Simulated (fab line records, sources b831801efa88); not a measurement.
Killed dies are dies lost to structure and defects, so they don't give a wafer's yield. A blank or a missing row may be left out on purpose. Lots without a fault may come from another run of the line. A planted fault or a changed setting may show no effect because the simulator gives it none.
fab line records | flow sky130
record lots=7 wafers=18 last_day=50
route steps=708 shown SONOS_ONO@171 GATE_OXIDE@187 POLY_GATE@204 RES_PROTECT@206 SALICIDE@361 PAD_OPEN@708
lots that met no fault: from a run of the same line without faults
start_h: hours from the record's first day to the start of the lot's first wafer shown | wait_h: hours since the lot's step before | " the same as in the row above | L1.1+2: a row that stands for several wafers | - no value, or no start given | * or withheld: withheld | < > ~ a bound
route shown NAME@n: a module of which the file shows steps, and the number in the route of the first | usual: mean/standard deviation of fault-free wafers | same: alike in all rows | chamber/n: place in a boat | sites: the reading at each site | _std_site: their standard deviation | _edge_site: outer sites' mean less inner sites' | radius_mm: how far each site lies from the wafer's centre | mask NAME#n: copy n | behind: the tool/chamber that last shaped the wafer | hold: why the lot was held/for how many hours/how that ended | device: the transistor (n, p or np) that didn't switch | end of line: the same wafers' tests at the end of the route | a step without rows: its recipe alone | killed: dies lost to structure and defects at the first sort, not the wafer's yield | map: a wafer's dies, x killed, . not, _ none there
set.NAME: the setting as run; set.NAME@STEP: as run at that earlier step | model.NAME: the simulator's own value behind a step, which no gauge read
lots at some steps of the route; a table a step, a row a wafer
services: from which hour (start_h, from the record's first day; less than 0 if before it) a tool's chamber was out of use, for how many hours, and why
## steps
# step SKY_SONOS_ONO_THK_MEAS_03
# recipe reads=Si3N4_of_SONOS_ONO_CVD_02
# usual SONOS_ONO_CVD_02_THK=10.48/0.14
# columns lot.wafer tool chamber start_h wait_h SONOS_ONO_CVD_02_THK[nm]
L713.3 film_metro-04 - 287.19 0.0 10.40
L713.4 " - " " 10.55
L713.6 " - " " 10.40
L714.2 film_metro-04 - 292.34 0.0 10.57
L714.4 " - " " 10.64
L714.5 " - " " 10.73
L718.1 film_metro-01 - 325.94 0.0 10.39
L718.4 " - " " 10.56
L718.6 " - " " 10.47
L720.2 film_metro-01 - 342.85 0.0 10.65
L720.3 " - " " 10.48
L720.6 " - " " 10.41
L728.5 film_metro-01 - 403.50 0.0 10.60
L728.6 " - " " 10.64
L730.1 film_metro-03 - 432.70 0.0 10.37
L730.2 " - " " 10.29
L731.1 film_metro-04 - 442.24 0.0 10.55
L731.5 " - " " 10.42
# step SKY_SONOS_ONO_CVD_04
# recipe material=SiO2 precursor=SiH4/N2O target_thk_nm=5.7199 temp_c=900 pressure_mtorr=400
# step SKY_SONOS_ONO_THK_MEAS_05
# recipe reads=SiO2_of_SONOS_ONO_CVD_04
# usual SONOS_ONO_CVD_04_THK=5.66/0.088
# columns lot.wafer tool chamber start_h wait_h SONOS_ONO_CVD_04_THK[nm]
L713.3 film_metro-04 - 288.50 0.0 5.54
L713.4 " - " " 5.59
L713.6 " - " " 5.62
L714.2 film_metro-01 - 293.65 0.0 5.57
L714.4 " - " " 5.66
L714.5 " - " " 5.54
L718.1 film_metro-03 - 327.25 0.0 5.73
L718.4 " - " " 5.67
L718.6 " - " " 5.64
L720.2 film_metro-03 - 344.16 0.0 5.73
L720.3 " - " " 5.69
L720.6 " - " " 5.69
L728.5 film_metro-04 - 404.81 0.0 5.67
L728.6 " - " " 5.80
L730.1 film_metro-04 - 434.01 0.0 5.94
L730.2 " - " " 5.74
L731.1 film_metro-03 - 443.55 0.0 5.69
L731.5 " - " " 5.72
# step SKY_SONOS_ONO_DEHYDRATE_06
# recipe temp_c=200 time_s=60
# step SKY_SONOS_ONO_HMDS_07
# recipe prime_time_s=60 prime_temp_c=120
# step SKY_SONOS_ONO_COAT_08
# recipe resist=NOVOLAK spin_rpm=3000 resist_thk_nm=1140
# step SKY_SONOS_ONO_SOFTBAKE_09
# recipe temp_c=90 time_s=60 resist=NOVOLAK
# step SKY_SONOS_ONO_EXPOSE_10
# recipe mask_id=ONOM target_cd_nm=410 na=0.6 source_shape=conventional sigma_outer=0.6 dose_mj=150
# step SKY_SONOS_ONO_PEB_11
# recipe temp_c=withheld time_s=* resist=NOVOLAK
# step SKY_SONOS_ONO_DEVELOP_12
# recipe develop_time_s=60 dev_temp_c=23
# step SKY_SONOS_ONO_CD_MEAS_13
# recipe target_cd_nm=410
# usual cd_nm=410.5/2.4
# columns lot.wafer tool chamber start_h wait_h cd_nm
L713.3 cd_sem-01 - 314.20 0.1 407.2
L713.4 " - " " 404.5
L713.6 " - " " 405.5
L714.2 cd_sem-02 - 318.64 0.1 411.5
L714.4 " - " " 412.0
L714.5 " - " " 410.6
L718.1 cd_sem-02 - 353.98 0.1 414.5
L718.4 " - " " 413.5
L718.6 " - " " 416.1
L720.2 cd_sem-01 - 372.04 0.1 410.3
L720.3 " - " " 409.4
L720.6 " - " " 409.1
L728.5 cd_sem-01 - 434.11 0.1 410.3
L728.6 " - " " 410.0
L730.1 cd_sem-02 - 463.78 0.1 412.2
L730.2 " - " " 413.6
L731.1 cd_sem-02 - 474.23 0.1 412.2
L731.5 " - " " 412.4
# step SKY_SONOS_ONO_OVL_MEAS_14
# usual SONOS_ONO_OVL=-0.1/1.5
# columns lot.wafer tool chamber start_h wait_h SONOS_ONO_OVL[nm]
L713.3 overlay-02 - 314.29 0.1 -2.3
L713.4 " - " " -2.6
L713.6 " - " " -2.2
L714.2 overlay-02 - 318.75 0.1 -1.6
L714.4 " - " " -2.5
L714.5 " - " " -1.7
L718.1 overlay-01 - 354.10 0.1 1.0
L718.4 " - " " 1.1
L718.6 " - " " 0.3
L720.2 overlay-01 - 372.15 0.1 0.6
L720.3 " - " " 2.6
L720.6 " - " " 0.4
L728.5 overlay-02 - 434.18 0.0 1.1
L728.6 " - " " -0.5
L730.1 overlay-01 - 463.90 0.1 -1.9
L730.2 " - " " 0.0
L731.1 overlay-02 - 474.35 0.1 -1.0
L731.5 " - " " -0.4
# step SKY_SONOS_ONO_ETCH_15
# recipe target_depth_nm=19.52 chemistry=CHF3/O2 source_w=600 bias_w=200 pressure_mtorr=40 chf3_flow_sccm=50 O2_flow_sccm=5 time_s=7.8
# usual drypump_motor_current_A=5.7/0.48 oes_product_au=0.998/0.0097 throttle_valve_pct=8.825/0.0095
# columns lot.wafer tool chamber start_h wait_h drypump_motor_current_A oes_product_au rf_hours_counter_h throttle_valve_pct model.SONOS_ONO.feature_depth_nm model.etch.depth_nm model.NOVOLAK_of_SONOS_ONO_COAT_08.thk_nm
L713.3 rie_diel-02 3 314.31 0.0 6.6 0.992 85 8.806 19.31 19.31 1125
L713.4 " 2 " " 5.6 1.009 120 8.823 19.96 19.96 1123
L713.6 " 0 " " 6.0 0.991 - 8.833 19.29 19.29 1125
L714.2 rie_diel-03 3 318.78 0.0 5.3 1.004 68 8.828 19.4 19.4 1130
L714.4 " 2 " " 5.7 1.015 - 8.832 19.99 19.99 1129
L714.5 " 2 " " 5.7 1.005 - 8.815 19.73 19.73 1128
L718.1 rie_diel-01 1 354.14 0.0 5.3 1.000 1 8.821 19.45 19.45 1123
L718.4 " 0 " " 5.6 0.998 2 8.830 19.38 19.38 1121
L718.6 " 3 " " 5.4 1.004 - 8.839 19.53 19.53 1124
L720.2 rie_diel-01 0 372.18 0.0 5.6 0.996 3 8.832 19.44 19.44 1128
L720.3 " 2 " " 6.0 0.991 99 8.835 19.16 19.16 1126
L720.6 " 0 " " 5.6 1.010 - 8.819 19.58 19.58 1127
L728.5 rie_diel-03 0 434.20 0.0 6.2 1.011 - 8.817 19.47 19.47 1127
L728.6 " 3 " " 5.3 1.434 - 8.938 32.91 32.91 1115
L730.1 rie_diel-03 0 463.94 0.0 6.2 1.424 1 8.919 32.76 32.76 1112
L730.2 " 3 " " 5.4 0.990 72 8.831 19.34 19.34 1125
L731.1 rie_diel-03 3 474.39 0.0 5.3 1.426 72 8.923 32.72 32.72 1109
L731.5 " 1 " " 4.7 0.996 - 8.814 19.41 19.41 1121
# step SKY_SONOS_ONO_WET_ETCH_16
# recipe chemistry=dHF target_depth_nm=14 dry=n2_spin target=SiO2 dilution=100:1 temp_c=25 time_s=280
# step SKY_SONOS_ONO_STRIP_17
# recipe chemistry=O2/N2 power_w=1400 pressure_mtorr=1500 platen_temp_c=withheld o2_flow_sccm=3000 n2_flow_sccm=300 overash_fraction=0.5
# usual drypump_motor_current_A=5.8/0.56 oes_product_au=0.710/0.0047 strip_time_to_endpoint_s=14.09/0.037
# columns lot.wafer tool chamber start_h wait_h drypump_motor_current_A oes_product_au rf_hours_counter_h strip_time_to_endpoint_s
L713.3 plasma_asher-04 0 314.45 0.0 5.6 0.717 - 14.12
L713.4 " 1 " " 5.2 0.705 - 14.09
L713.6 " 1 " " 5.2 0.710 - 14.11
L714.2 plasma_asher-02 0 318.89 0.0 5.3 0.711 64 14.17
L714.4 " 0 " " 5.3 0.705 - 14.14
L714.5 " 0 " " 5.3 0.717 - 14.17
L718.1 plasma_asher-04 1 354.25 0.0 5.2 0.703 24 14.08
L718.4 " 0 " " 5.5 0.696 - 14.05
L718.6 " 1 " " 5.2 0.710 - 14.11
L720.2 plasma_asher-04 0 372.28 0.0 5.6 0.713 25 14.16
L720.3 " 0 " " 5.6 0.716 - 14.14
L720.6 " 0 " " 5.5 0.707 - 14.13
L728.5 plasma_asher-04 0 434.36 0.1 5.6 0.708 - 14.14
L728.6 " 1 " " 5.2 0.703 - 14.00
L730.1 plasma_asher-01 1 464.05 0.0 6.6 0.714 64 13.96
L730.2 " 0 " " 6.5 0.715 64 14.12
L731.1 plasma_asher-01 0 474.50 0.0 6.5 0.712 66 13.93
L731.5 " 0 " " 6.5 0.703 - 14.08
# step SKY_SONOS_ONO_WET_ETCH_18
# recipe chemistry=H3PO4 target_depth_nm=15 target=Si3N4 temp_c=160 time_s=172
# step SKY_GATE_OXIDE_CLEAN_00
# recipe chemistry=SC1/SC2 mix=1:4:20 temp_c=70 time_s=150 dry=n2_spin
# step SKY_GATE_OXIDE_OXIDATION_01
# recipe temp_c=900 ambient=O2 stabilise_s=600 purge_s=300 target_thk_a=102.68 ox_time_s=1473
# step SKY_GATE_OXIDE_THK_MEAS_02
# recipe reads=SiO2_of_GATE_OXIDE_OXIDATION_01
# usual GATE_OXIDE_OXIDATION_00_THK=10.32/0.22
# columns lot.wafer tool chamber start_h wait_h GATE_OXIDE_OXIDATION_00_THK[nm]
L713.3 film_metro-03 - 319.18 0.0 10.27
L713.4 " - " " 10.42
L713.6 " - " " 10.45
L714.2 film_metro-02 - 323.49 0.0 10.62
L714.4 " - " " 10.77
L714.5 " - " " 10.50
L718.1 film_metro-02 - 355.87 0.0 10.24
L718.4 " - " " 10.16
L718.6 " - " " 10.18
L720.2 film_metro-03 - 373.92 0.0 10.19
L720.3 " - " " 10.22
L720.6 " - " " 10.06
L728.5 film_metro-04 - 437.34 0.0 10.13
L728.6 " - " " 10.03
L730.1 film_metro-02 - 465.66 0.0 10.22
L730.2 " - " " 10.37
L731.1 film_metro-02 - 477.43 0.0 10.39
L731.5 " - " " 10.31
# step SKY_GATE_OXIDE_DEHYDRATE_03
# recipe temp_c=200 time_s=60
# step SKY_GATE_OXIDE_HMDS_04
# recipe prime_time_s=60 prime_temp_c=120
# step SKY_GATE_OXIDE_COAT_05
# recipe resist=NOVOLAK spin_rpm=3000 resist_thk_nm=1140
# step SKY_GATE_OXIDE_SOFTBAKE_06
# recipe temp_c=90 time_s=60 resist=NOVOLAK
# step SKY_GATE_OXIDE_EXPOSE_07
# recipe mask_id=LVOM na=0.6 source_shape=conventional sigma_outer=0.6 polarization=unpolarized target_cd_nm=600 dose_mj=170
# step SKY_GATE_OXIDE_PEB_08
# recipe temp_c=withheld time_s=* resist=NOVOLAK
# step SKY_GATE_OXIDE_DEVELOP_09
# recipe resist=NOVOLAK developer=TMAH develop_time_s=60 dev_temp_c=23
# step SKY_GATE_OXIDE_OVL_MEAS_10
# usual GATE_OXIDE_OVL=-0.3/1.2
# columns lot.wafer tool chamber start_h wait_h GATE_OXIDE_OVL[nm]
L713.3 overlay-01 - 345.07 0.1 -1.6
L713.4 " - " " -0.6
L713.6 " - " " -2.4
L714.2 overlay-02 - 349.94 0.1 1.1
L714.4 " - " " -1.3
L714.5 " - " " -0.3
L718.1 overlay-01 - 384.32 0.1 0.8
L718.4 " - " " 1.3
L718.6 " - " " 1.0
L720.2 overlay-01 - 402.81 0.1 -1.2
L720.3 " - " " -1.4
L720.6 " - " " 0.5
L728.5 overlay-01 - 467.94 0.0 -0.6
L728.6 " - " " 0.6
L730.1 overlay-01 - 495.76 0.1 1.3
L730.2 " - " " -1.3
L731.1 overlay-01 - 508.07 0.1 0.9
L731.5 " - " " -0.5
# step SKY_GATE_OXIDE_IMPLANT_11
# recipe species=B energy_kev=10 dose_cm2=2.6e+12 tilt_deg=withheld
# step SKY_GATE_OXIDE_WET_ETCH_12
# recipe chemistry=dHF target_depth_nm=16.8 dry=n2_spin target=SiO2 dilution=100:1 temp_c=25 time_s=336
# step SKY_GATE_OXIDE_STRIP_13
# recipe chemistry=O2/N2 power_w=1400 pressure_mtorr=1500 platen_temp_c=withheld o2_flow_sccm=3000 n2_flow_sccm=300 overash_fraction=0.5
# usual drypump_motor_current_A=6.0/0.48 oes_product_au=0.716/0.0047 strip_time_to_endpoint_s=14.18/0.04
# columns lot.wafer tool chamber start_h wait_h drypump_motor_current_A oes_product_au rf_hours_counter_h strip_time_to_endpoint_s
L713.3 plasma_asher-02 1 345.38 0.0 5.7 0.713 - 14.27
L713.4 " 0 " " 5.3 0.720 - 14.23
L713.6 " 1 " " 5.7 0.719 - 14.25
L714.2 plasma_asher-03 0 350.22 0.0 5.6 0.717 65 14.20
L714.4 " 0 " " 5.6 0.712 - 14.21
L714.5 " 1 " " 5.7 0.716 - 14.18
L718.1 plasma_asher-03 1 384.61 0.0 5.7 0.720 68 14.17
L718.4 " 1 " " 5.7 0.716 - 14.21
L718.6 " 1 " " 5.8 0.715 - 14.17
L720.2 plasma_asher-01 0 403.10 0.0 6.5 0.711 57 14.15
L720.3 " 1 " " 6.5 0.716 - 14.17
L720.6 " 1 " " 6.6 0.717 - 14.14
L728.5 plasma_asher-03 1 468.28 0.1 5.7 0.709 - 14.25
L728.6 " 0 " " 5.6 0.715 - 14.19
L730.1 plasma_asher-03 1 496.04 0.0 5.8 0.712 6 14.11
L730.2 " 0 " " 5.6 0.712 6 14.10
L731.1 plasma_asher-02 1 508.36 0.0 5.7 0.722 82 14.15
L731.5 " 0 " " 5.3 0.717 - 14.16
# step SKY_GATE_OXIDE_TW_MEAS_14
# usual GATE_OXIDE_TW=223.1/1.6
# columns lot.wafer tool chamber start_h wait_h GATE_OXIDE_TW
L713.3 film_metro-04 - 345.47 0.1 221.3
L713.4 " - " " 222.1
L713.6 " - " " 221.5
L714.2 film_metro-02 - 350.33 0.1 219.9
L714.4 " - " " 221.2
L714.5 " - " " 219.7
L718.1 film_metro-02 - 384.71 0.1 223.9
L718.4 " - " " 223.9
L718.6 " - " " 223.4
L720.2 film_metro-04 - 403.21 0.1 222.8
L720.3 " - " " 221.7
L720.6 " - " " 220.8
L728.5 film_metro-02 - 468.35 0.0 221.7
L728.6 " - " " 222.0
L730.1 film_metro-02 - 496.14 0.1 221.7
L730.2 " - " " 223.0
L731.1 film_metro-03 - 508.46 0.1 223.7
L731.5 " - " " 225.0
# step SKY_GATE_OXIDE_CLEAN_15
# recipe chemistry=SC1/SC2 mix=1:4:20 temp_c=70 time_s=150 dry=n2_spin
# step SKY_GATE_OXIDE_OXIDATION_16
# recipe temp_c=800 ambient=O2 idle_temp_c=700 ramp_up_c_per_min=10 ramp_down_c_per_min=3 stabilise_s=600 purge_s=300 target_thk_a=35.7 ox_time_s=1915
# step SKY_POLY_GATE_CVD_00
# recipe material=poly-Si target_thk_nm=180 temp_c=620 time_s=720 pressure_mtorr=200
# step SKY_POLY_GATE_THK_MEAS_01
# recipe reads=poly-Si_of_POLY_GATE_CVD_00
# usual POLY_GATE_CVD_00_THK=179.5/1.9
# columns lot.wafer tool chamber start_h wait_h POLY_GATE_CVD_00_THK[nm]
L713.3 film_metro-02 - 348.55 0.0 175.4
L713.4 " - " " 178.0
L713.6 " - " " 177.9
L714.2 film_metro-01 - 354.15 0.0 177.1
L714.4 " - " " 176.0
L714.5 " - " " 177.1
L718.1 film_metro-04 - 387.55 0.0 177.1
L718.4 " - " " 178.1
L718.6 " - " " 177.5
L720.2 film_metro-04 - 407.44 0.0 180.5
L720.3 " - " " 181.6
L720.6 " - " " 180.9
L728.5 film_metro-04 - 471.19 0.0 179.1
L728.6 " - " " 179.5
L730.1 film_metro-01 - 499.90 0.0 177.0
L730.2 " - " " 177.6
L731.1 film_metro-04 - 511.30 0.0 180.5
L731.5 " - " " 180.7
# step SKY_RES_PROTECT_DEHYDRATE_00
# recipe temp_c=200 time_s=60
# step SKY_RES_PROTECT_HMDS_01
# recipe prime_time_s=60 prime_temp_c=120
# step SKY_RES_PROTECT_COAT_02
# recipe resist=NOVOLAK spin_rpm=3000 resist_thk_nm=1140
# step SKY_RES_PROTECT_SOFTBAKE_03
# recipe temp_c=90 time_s=60 resist=NOVOLAK
# step SKY_RES_PROTECT_EXPOSE_04
# recipe mask_id=RPM na=0.6 source_shape=conventional sigma_outer=0.6 polarization=unpolarized target_cd_nm=1270 dose_mj=131
# step SKY_RES_PROTECT_PEB_05
# recipe temp_c=withheld time_s=* resist=NOVOLAK
# step SKY_RES_PROTECT_DEVELOP_06
# recipe resist=NOVOLAK developer=TMAH develop_time_s=60 dev_temp_c=23
# step SKY_SALICIDE_CLEAN_00
# recipe chemistry=HF-last time_s=30 dilution=100:1 dry=ipa_marangoni
# columns lot.wafer tool chamber start_h wait_h model.SiO2_of_FIELD_ISO_CVD_24.thk_nm
L713.3 wet_bench-03 0 681.22 0.1 359.5
L713.4 " 0 " " 359.4
L713.6 " 0 " " 358.8
L714.2 wet_bench-02 1 692.12 0.1 358.9
L714.4 " 1 " " 359.3
L714.5 " 1 " " 359.1
L718.1 wet_bench-04 1 719.11 0.1 359.8
L718.4 " 1 " " 358.6
L718.6 " 1 " " 360.8
L720.2 wet_bench-04 0 741.08 0.1 358.1
L720.3 " 0 " " 360.3
L720.6 " 0 " " 359.3
L728.5 wet_bench-04 3 818.07 0.0 359.3
L728.6 " 3 " " 356.9
L730.1 wet_bench-03 2 821.89 0.1 354.5
L730.2 " 2 " " 357.3
L731.1 wet_bench-03 3 827.81 0.1 355.8
L731.5 " 3 " " 357.9
# step SKY_PAD_OPEN_PROBE_99
# usual killed_at_M0_to_M3=45/6.8 killed_at_M4_up=3.2/1.6 killed_at_contacts=24/5.1 killed_at_front_end=14/4.4 killed_at_other=0.4/0.65 killed_dies=87/8.8 killed_open=47/7.2 killed_short=39/6.1
# same gross_dies=492 killed_at_back_side=0
# columns lot.wafer tool chamber start_h wait_h killed_at_M0_to_M3 killed_at_M4_up killed_at_contacts killed_at_front_end killed_at_other killed_dies killed_open killed_short model.etest.cap_li_to_poly.c_af_um2 model.etest.cap_poly_to_well.c_af_um2 model.etest.field_n.vt_v model.etest.sram_nfet_pass.off_log10_a_um
L713.3 prober-02 - 1099.20 0.2 54 6 28 11 1 100 62 38 94.05 88.68 36.26 -12.59
L713.4 prober-02 - 1099.25 0.2 51 4 32 20 0 107 63 44 98.39 90.97 36.22 -12.63
L713.6 prober-02 - 1099.35 0.2 54 3 34 14 0 105 62 43 96.3 88.28 36.26 -12.77
L714.2 prober-01 - 1104.95 0.1 38 3 31 16 0 88 52 36 97.26 90.88 35.47 -12.67
L714.4 prober-01 - 1105.05 0.2 55 2 28 6 0 91 54 36 98.78 90.23 36.27 -12.88
L714.5 prober-01 - 1105.10 0.2 52 3 19 14 0 88 53 35 96.81 90.02 35.82 -12.97
L718.1 prober-01 - 1126.34 0.1 39 3 29 9 0 80 49 31 99.44 92.24 36.38 -12.91
L718.4 prober-01 - 1126.49 0.2 37 3 31 9 1 81 52 29 94.79 88.93 35.67 -12.52
L718.6 prober-01 - 1126.59 0.2 47 3 22 18 1 91 51 40 96.14 90.86 36.31 -12.78
L720.2 prober-02 - 1144.96 0.1 41 4 31 15 0 91 38 51 97.83 88.41 36.18 -12.99
L720.3 prober-02 - 1145.01 0.2 49 3 25 15 0 92 45 45 98.8 93.38 35.51 -12.91
L720.6 prober-02 - 1145.16 0.2 42 3 22 12 0 79 44 35 98.32 90.61 35.95 -12.62
L728.5 prober-01 - 1193.67 0.2 55 3 30 15 0 103 51 52 98.91 92.32 35.74 -12.46
L728.6 prober-01 - 1193.72 0.2 44 2 28 17 0 91 44 47 95.13 96.76 35.07 -12.6
L730.1 prober-01 - 1197.09 0.1 51 4 23 9 0 87 39 48 95.67 95 34.56 -11.84
L730.2 prober-01 - 1197.14 0.1 44 7 23 10 2 86 48 38 97.08 92.71 35.26 -12.28
L731.1 prober-02 - 1201.32 0.1 43 2 21 18 3 87 54 33 99.28 96.06 33.71 -12.28
L731.5 prober-02 - 1201.52 0.2 34 5 19 15 0 73 42 31 96.52 91.75 35.25 -12.53
# killed by level:class
L713.3 VIA1:geometric_particle:open=14 CONTACT:geometric_particle:open=10 LI_CONTACT:geometric_particle:open=10 VIA3:geometric_particle:open=8 VIA2:geometric_particle:open=7 METAL2:geometric_particle:short=5 LOCAL_INTERCONNECT:geometric_particle:short=5 METAL1:geometric_particle:short=5
L713.4 CONTACT:geometric_particle:open=17 VIA1:geometric_particle:open=14 POLY_GATE:geometric_particle:open=7 CONTACT:geometric_particle:short=7 VIA1:geometric_particle:short=7 VIA2:geometric_particle:open=7 METAL1:geometric_particle:short=6 VIA3:geometric_particle:open=6
L713.6 CONTACT:geometric_particle:open=14 VIA1:geometric_particle:open=13 VIA3:geometric_particle:open=11 LI_CONTACT:geometric_particle:open=7 VIA1:geometric_particle:short=7 VIA2:geometric_particle:open=6 FIELD_ISO:geometric_particle:short=5 LI_CONTACT:geometric_particle:short=5
L714.2 CONTACT:geometric_particle:open=9 VIA1:geometric_particle:open=9 LI_CONTACT:geometric_particle:open=8 VIA2:geometric_particle:open=7 CONTACT:geometric_particle:short=6 FIELD_ISO:geometric_particle:open=5 VIA3:geometric_particle:open=5 LOCAL_INTERCONNECT:geometric_particle:short=4
L714.4 VIA3:geometric_particle:open=14 VIA1:geometric_particle:open=11 METAL2:geometric_particle:short=9 CONTACT:geometric_particle:open=7 LI_CONTACT:geometric_particle:open=6 VIA2:geometric_particle:open=6 CONTACT:geometric_particle:short=5 LI_CONTACT:geometric_particle:short=4
L714.5 VIA1:geometric_particle:open=14 VIA3:geometric_particle:open=7 VIA2:geometric_particle:short=7 LI_CONTACT:geometric_particle:open=6 VIA2:geometric_particle:open=6 CONTACT:geometric_particle:open=6 POLY_GATE:geometric_particle:short=4 METAL2:geometric_particle:short=4
L718.1 CONTACT:geometric_particle:open=14 VIA1:geometric_particle:open=10 VIA2:geometric_particle:open=8 VIA3:geometric_particle:open=7 LI_CONTACT:geometric_particle:open=6 METAL1:geometric_particle:short=5 CONTACT:geometric_particle:short=4 FIELD_ISO:geometric_particle:short=3
L718.4 CONTACT:geometric_particle:open=16 VIA2:geometric_particle:open=10 LI_CONTACT:geometric_particle:open=6 VIA1:geometric_particle:open=6 METAL1:geometric_particle:short=5 LOCAL_INTERCONNECT:geometric_particle:short=4 CONTACT:geometric_particle:short=4 METAL2:geometric_particle:open=4
L718.6 VIA1:geometric_particle:open=11 VIA1:geometric_particle:short=10 VIA2:geometric_particle:open=10 CONTACT:geometric_particle:open=9 METAL3:geometric_particle:short=7 FIELD_ISO:geometric_particle:open=6 CONTACT:geometric_particle:short=5 FIELD_ISO:geometric_particle:short=4
L720.2 LI_CONTACT:geometric_particle:open=10 CONTACT:geometric_particle:open=10 METAL1:geometric_particle:short=9 POLY_GATE:geometric_particle:short=6 VIA1:geometric_particle:short=6 LI_CONTACT:geometric_particle:short=5 FIELD_ISO:geometric_particle:short=4 VIA1:geometric_particle:open=4
L720.3 CONTACT:geometric_particle:open=9 VIA3:geometric_particle:open=8 METAL1:geometric_particle:short=7 VIA2:geometric_particle:short=7 CONTACT:geometric_particle:short=6 VIA2:geometric_particle:open=6 LI_CONTACT:geometric_particle:open=5 METAL2:geometric_particle:short=5
L720.6 LI_CONTACT:geometric_particle:open=10 VIA1:geometric_particle:open=8 VIA2:geometric_particle:open=8 CONTACT:geometric_particle:open=6 VIA3:geometric_particle:short=6 VIA3:geometric_particle:open=6 FIELD_ISO:geometric_particle:short=4 CONTACT:geometric_particle:short=4
L728.5 VIA2:geometric_particle:open=12 LOCAL_INTERCONNECT:geometric_particle:short=8 METAL1:geometric_particle:short=8 VIA1:geometric_particle:open=8 FIELD_ISO:geometric_particle:short=7 CONTACT:geometric_particle:short=7 METAL3:geometric_particle:short=7 CONTACT:geometric_particle:open=7
L728.6 VIA1:geometric_particle:open=12 CONTACT:geometric_particle:open=10 METAL1:geometric_particle:short=8 LOCAL_INTERCONNECT:geometric_particle:short=7 POLY_GATE:geometric_particle:short=6 VIA3:geometric_particle:open=6 FIELD_ISO:geometric_particle:short=5 LI_CONTACT:geometric_particle:open=4
L730.1 VIA1:geometric_particle:open=12 CONTACT:geometric_particle:open=11 METAL1:geometric_particle:short=10 VIA1:geometric_particle:short=7 METAL2:geometric_particle:short=5 FIELD_ISO:geometric_particle:short=4 LI_CONTACT:geometric_particle:open=4 LOCAL_INTERCONNECT:geometric_particle:short=4
L730.2 VIA1:geometric_particle:open=15 CONTACT:geometric_particle:open=8 VIA2:geometric_particle:open=6 LI_CONTACT:geometric_particle:open=5 VIA1:geometric_particle:short=5 METAL4:geometric_particle:short=5 LOCAL_INTERCONNECT:geometric_particle:short=4 CONTACT:geometric_particle:short=4
L731.1 CONTACT:geometric_particle:open=14 VIA2:geometric_particle:open=11 VIA1:geometric_particle:open=9 POLY_GATE:geometric_particle:short=7 VIA1:geometric_particle:short=6 VIA3:geometric_particle:open=5 FIELD_ISO:geometric_particle:open=4 POLY_GATE:geometric_particle:open=3
L731.5 VIA2:geometric_particle:open=9 CONTACT:geometric_particle:open=7 LI_CONTACT:geometric_particle:open=6 POLY_GATE:geometric_particle:open=5 VIA1:geometric_particle:open=5 VIA3:geometric_particle:open=5 METAL4:geometric_particle:short=5 METAL1:geometric_particle:short=4
## services
# columns tool chamber start_h hours kind
rie_diel-03 0 314.47 18.7 repair
plasma_asher-02 - 353.59 1.3 repair
wet_bench-04 - 358.15 7.2 repair
plasma_asher-04 - 379.93 0.5 repair
rie_diel-03 2 404.82 1.9 repair
plasma_asher-03 - 421.25 9.0 pm
plasma_asher-03 - 428.92 11.5 repair
plasma_asher-03 - 431.45 0.9 repair
plasma_asher-03 - 440.38 4.0 pm
plasma_asher-04 - 460.06 6.1 repair
plasma_asher-04 - 467.45 0.9 repair
rie_diel-03 2 478.61 4.2 repair
plasma_asher-04 - 539.39 2.4 repair
rie_diel-03 1 561.45 1.8 repair
rie_diel-03 1 570.67 4.4 repair
plasma_asher-04 - 607.10 2.8 pm
rie_diel-03 - 610.18 4.3 pm
rie_diel-03 1 627.70 18.6 repair
rie_diel-03 2 647.58 8.5 repair
plasma_asher-04 - 660.59 4.6 repair
rie_diel-03 - 731.83 0.1 repair
plasma_asher-03 - 741.04 0.9 repair
plasma_asher-04 - 752.70 0.8 repair
plasma_asher-04 - 801.29 12.6 repair
## key
first_sign step=SKY_SONOS_ONO_ETCH_15 reading=oes_product_au direction=up sigmas=44 usual=0.998 struck=1.428
effect step=SKY_SONOS_ONO_ETCH_15 reading=throttle_valve_pct direction=up sigmas=11 usual=8.825 struck=8.926
effect step=SKY_SONOS_ONO_STRIP_17 reading=strip_time_to_endpoint_s direction=down sigmas=3.5 usual=* struck=*
model_effect step=SKY_SONOS_ONO_ETCH_15 value=SONOS_ONO.feature_depth_nm without=19.46 struck=32.8
model_effect step=SKY_SALICIDE_CLEAN_00 value=SiO2_of_FIELD_ISO_CVD_24.thk_nm without=358 struck=355.7
model_effect step=SKY_PAD_OPEN_PROBE_99 value=etest.cap_li_to_poly.c_af_um2 without=100.1 struck=96.69
met_at SKY_SONOS_ONO_ETCH_15
struck_wafers L728.6,L730.1,L731.1
tester_left_out L728,L730,L731
onset_between 318.78 434.20
fault kind=process_parameter_drift tool=rie_diel-03 chamber=- onset_h=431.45 steps=SKY_SONOS_ONO_ETCH_15 channel=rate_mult offset=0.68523 shape=step end_h=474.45 scope=struck_wafers_only
# tester_left_out: of these lots the tester's yield and bins aren't shown, on N5 and GAA mostly nor the transistor test; their killed dies are dies lost to structure and defects alone, not to doping, threshold or leakage, so they don't give the yield
